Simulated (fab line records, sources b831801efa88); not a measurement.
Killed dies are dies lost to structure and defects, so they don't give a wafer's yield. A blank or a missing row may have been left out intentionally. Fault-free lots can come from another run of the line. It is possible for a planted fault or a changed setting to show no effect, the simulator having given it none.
Which tool is to blame? | flow gf180mcu | Sampling: 13 lots, 39 wafers, 4 of 602 route steps

## WHAT EACH GAUGE READ, for each wafer
GF_TOP_METAL_RS_MEAS_05: measures by four-point-probe. Usual: for TOP_METAL_ALCU_RS the level is 0.0328 ohm/sq and the standard deviation is 0.00041.
lot  | measured     | on            | TOP_METAL_ALCU_RS (ohm/sq) | flag
L380 | day 27 02:34 | film_metro-02 | 0.0328 0.0327 0.0327       |
L382 | day 27 21:17 | film_metro-04 | 0.0332 0.0329 0.0330       |
L383 | day 28 04:17 | film_metro-04 | 0.0330 0.0330 0.0332       |
L384 | day 28 12:03 | film_metro-03 | 0.0319 0.0319 0.0321       |
L385 | day 28 20:22 | film_metro-02 | 0.0323 0.0328 0.0321       |
L386 | day 29 02:35 | film_metro-03 | 0.0331 0.0330 0.0325       |
L387 | day 29 11:18 | film_metro-03 | 0.0333 0.0330 0.0334       |
L389 | day 30 03:46 | film_metro-02 | 0.0330 0.0325 0.0335       |
L395 | day 31 19:20 | film_metro-02 | 0.0326 0.0327 0.0329       |
L399 | day 32 17:14 | film_metro-02 | 0.0325 0.0325 0.0326       |
L400 | day 33 00:30 | film_metro-03 | 0.0326 0.0333 0.0326       |
L401 | day 33 01:36 | film_metro-03 | 0.0337 0.0332 0.0334       |
L403 | day 33 17:39 | film_metro-02 | 0.0326 0.0329 0.0329       |

GF_TOP_METAL_THK_MEAS_06: measures by xrf. Usual: for TOP_METAL_ALCU_THK the level is 879 nm and the standard deviation is 11.
lot  | measured     | on            | TOP_METAL_ALCU_THK (nm) | flag
L380 | day 27 02:41 | film_metro-02 | 874 882 882             |
L382 | day 27 21:24 | film_metro-04 | 869 888 880             |
L383 | day 28 04:24 | film_metro-04 | 880 880 871             |
L384 | day 28 12:10 | film_metro-03 | 910 910 906             |
L385 | day 28 20:28 | film_metro-02 | 886 877 895             |
L386 | day 29 02:42 | film_metro-03 | 876 886 894             |
L387 | day 29 11:25 | film_metro-03 | 873 879 872             |
L389 | day 30 03:52 | film_metro-02 | 871 882 854             |
L395 | day 31 19:28 | film_metro-02 | 879 872 869             |
L399 | day 32 17:21 | film_metro-02 | 883 884 881             |
L400 | day 33 00:37 | film_metro-03 | 890 872 894             |
L401 | day 33 01:43 | film_metro-03 | 860 871 875             |
L403 | day 33 17:46 | film_metro-02 | 877 871 873             |

## WHAT TOOL EACH LOT RAN ON (gives the tool, then ch and the chambers of the sampled wafers, and finally the start)
lot  | GF_V1_STRIP_19                  | GF_V5_CVD_23
L380 | wet_bench-02 ch 3, day 18 00:28 | cvd_w-01 ch 1, day 27 01:46
L382 | wet_bench-02 ch 2, day 18 20:01 | cvd_w-02 ch 0,1, day 27 20:26
L383 | wet_bench-02 ch 3, day 19 05:37 | cvd_w-02 ch 0,1, day 28 03:28
L384 | wet_bench-03 ch 2, day 19 14:22 | cvd_w-01 ch 0,1, day 28 11:14
L385 | wet_bench-04 ch 1, day 20 00:34 | cvd_w-02 ch 0,1, day 28 19:32
L386 | wet_bench-04 ch 0, day 20 10:19 | cvd_w-02 ch 0,1, day 29 01:46
L387 | wet_bench-02 ch 0, day 20 21:10 | cvd_w-01 ch 1, day 29 10:24
L389 | wet_bench-03 ch 1, day 21 17:05 | cvd_w-02 ch 0, day 30 02:51
L395 | wet_bench-03 ch 1, day 23 18:21 | cvd_w-02 ch 0,1, day 31 18:32
L399 | wet_bench-02 ch 2, day 25 00:51 | cvd_w-01 ch 0,1, day 32 16:25
L400 | wet_bench-04 ch 0, day 25 08:30 | cvd_w-01 ch 0,1, day 32 23:37
L401 | wet_bench-04 ch 2, day 25 12:30 | cvd_w-01 ch 0,1, day 33 00:47
L403 | wet_bench-02 ch 1, day 26 05:34 | cvd_w-01 ch 0,1, day 33 16:49
- GF_V1_STRIP_19: strips in post etch residue remover, time 1200 s.
- GF_V5_CVD_23: deposits W, target thk 350 nm, time 104.9 s.

## WHAT THE TOOLS THEMSELVES READ (means of the sampled wafers that have a number; where no wafer has one, the mark that the record gives instead)
GF_V5_CVD_23. Usual: heater_power_w reads 869 W (standard deviation 100).
lot  | tool     | heater_power_w (W) | flag
L380 | cvd_w-01 | 866                |
L382 | cvd_w-02 | 938                |
L383 | cvd_w-02 | 988                |
L384 | cvd_w-01 | 826                |
L385 | cvd_w-02 | 909                |
L386 | cvd_w-02 | 924                |
L387 | cvd_w-01 | 859                |
L389 | cvd_w-02 | 858                |
L395 | cvd_w-02 | 921                |
L399 | cvd_w-01 | 789                |
L400 | cvd_w-01 | 831                |
L401 | cvd_w-01 | 818                |
L403 | cvd_w-01 | 827                |

## THE ANSWER, worked out from the rows above alone
Rule: lot off if the mean of its wafers having a number is beyond 3 standard deviations from the usual mean. A lot without any number at a reading at which 4 lots or more have one is off too. Any other lot the step has rows for is counted as sound. The gauges are gone through in route order, then the tools' own readings, and for those a lot's mean is taken as printed above. The first step at which some lot is off is used, and at that step the reading that is off furthest; a lot without a number counts as furthest.
No lot is off at any reading shown: from this, nothing can be told.

## WHAT HAD BEEN PUT IN BY THE SIMULATOR
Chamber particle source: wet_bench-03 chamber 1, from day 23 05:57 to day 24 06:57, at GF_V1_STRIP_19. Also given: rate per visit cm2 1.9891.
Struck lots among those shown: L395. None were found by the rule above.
